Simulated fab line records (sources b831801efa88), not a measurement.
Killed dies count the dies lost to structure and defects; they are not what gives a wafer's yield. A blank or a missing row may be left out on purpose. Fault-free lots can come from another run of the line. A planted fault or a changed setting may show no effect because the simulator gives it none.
Which of the tools did it? :: flow gf180mcu :: 14 lots, 42 wafers sampled, at 2 steps of a route of 602

== WHAT THE GAUGES READ, wafer by wafer ==
GF_M2_OVL_MEAS_15.
lot: L530
measured: day 19 23:39
on: overlay-02
M2_OVL (nm): -6 -2 -6

lot: L532
measured: day 20 09:29
on: overlay-02
M2_OVL (nm): -1 0 -4

lot: L531
measured: day 20 11:35
on: overlay-01
M2_OVL (nm): 13 7 4

lot: L533
measured: day 20 17:14
on: overlay-02
M2_OVL (nm): -4 -5 -6

lot: L534
measured: day 21 08:06
on: overlay-02
M2_OVL (nm): -6 -5 -5

lot: L537
measured: day 22 09:06
on: overlay-01
M2_OVL (nm): 8 4 8

lot: L538
measured: day 22 17:57
on: overlay-02
M2_OVL (nm): 2 8 4

lot: L543
measured: day 24 14:35
on: overlay-02
M2_OVL (nm): 4 5 8

lot: L544
measured: day 24 15:13
on: overlay-01
M2_OVL (nm): -7 -1 -1

lot: L545
measured: day 24 20:41
on: overlay-01
M2_OVL (nm): 0 7 -10

lot: L546
measured: day 25 14:24
on: overlay-01
M2_OVL (nm): 11 15 8

lot: L550
measured: day 27 05:28
on: overlay-01
M2_OVL (nm): -4 -6 -3

lot: L551
measured: day 27 07:01
on: overlay-02
M2_OVL (nm): 9 4 3

lot: L552
measured: day 27 09:32
on: overlay-01
M2_OVL (nm): -6 -5 2

GF_V2_CD_MEAS_14: target cd 260 nm.
lot: L530
measured: day 21 00:34
on: cd-sem-02
cd-nm (nm): 261.2 260.8 260.5

lot: L532
measured: day 21 10:52
on: cd-sem-02
cd-nm (nm): 260.5 259.7 260.8

lot: L531
measured: day 21 13:14
on: cd-sem-02
cd-nm (nm): 261.6 261.9 261.6

lot: L533
measured: day 21 18:40
on: cd-sem-02
cd-nm (nm): 261.8 259.8 260.8

lot: L534
measured: day 22 09:33
on: cd-sem-01
cd-nm (nm): 259.1 258.3 259.1

lot: L537
measured: day 23 09:53
on: cd-sem-01
cd-nm (nm): 260.0 260.7 261.9

lot: L538
measured: day 23 18:29
on: cd-sem-02
cd-nm (nm): 258.8 259.4 259.3

lot: L543
measured: day 25 13:58
on: cd-sem-02
cd-nm (nm): 260.9 261.1 260.0

lot: L544
measured: day 25 14:38
on: cd-sem-02
cd-nm (nm): 259.7 260.0 261.5

lot: L545
measured: day 25 19:34
on: cd-sem-02
cd-nm (nm): 260.4 260.8 260.8

lot: L546
measured: day 26 12:52
on: cd-sem-01
cd-nm (nm): 259.8 260.4 258.1

lot: L550
measured: day 28 03:34
on: cd-sem-01
cd-nm (nm): 258.8 260.9 259.7

lot: L551
measured: day 28 04:13
on: cd-sem-02
cd-nm (nm): 261.4 262.2 263.6

lot: L552
measured: day 28 07:30
on: cd-sem-02
cd-nm (nm): 261.5 262.0 261.3

== EACH LOT AND THE TOOL THAT RAN IT (in order: tool; ch and the chambers of the sampled wafers; start) ==
The record holds no process step before these readings.

== WHAT THE TOOLS THEMSELVES READ (means of the sampled wafers that have a number; where no wafer has one, the mark that the record gives instead) ==
The record holds no such reading with a usual standard deviation.

== THE ANSWER, worked out from the rows above alone ==
Rule: the usual values come from the lots themselves. The widest of any qualifying gaps counts: lots, ordered by their means at a reading, are off when they make up no more than a third of the lots, leave a main group of 4 or more, and stand apart from it by 3 or more times the standard deviation of that group's means. The tables above print the reading to a certain number of digits; a main group whose means all agree to those digits is not used. Also off: a lot with no number at a reading for which 4 or more lots have one. Where the step has rows for the other lots, those lots are counted as sound. Order of review: gauges by route order, followed by the tools' own readings, for which a lot's mean as printed above is used. The first step at which some lot is off is used, and at that step the reading that is off furthest; a lot without a number counts as furthest.
No lot is off on any of the readings shown, so nothing can be concluded from this.

== WHAT WAS PUT IN BY THE SIMULATOR ==
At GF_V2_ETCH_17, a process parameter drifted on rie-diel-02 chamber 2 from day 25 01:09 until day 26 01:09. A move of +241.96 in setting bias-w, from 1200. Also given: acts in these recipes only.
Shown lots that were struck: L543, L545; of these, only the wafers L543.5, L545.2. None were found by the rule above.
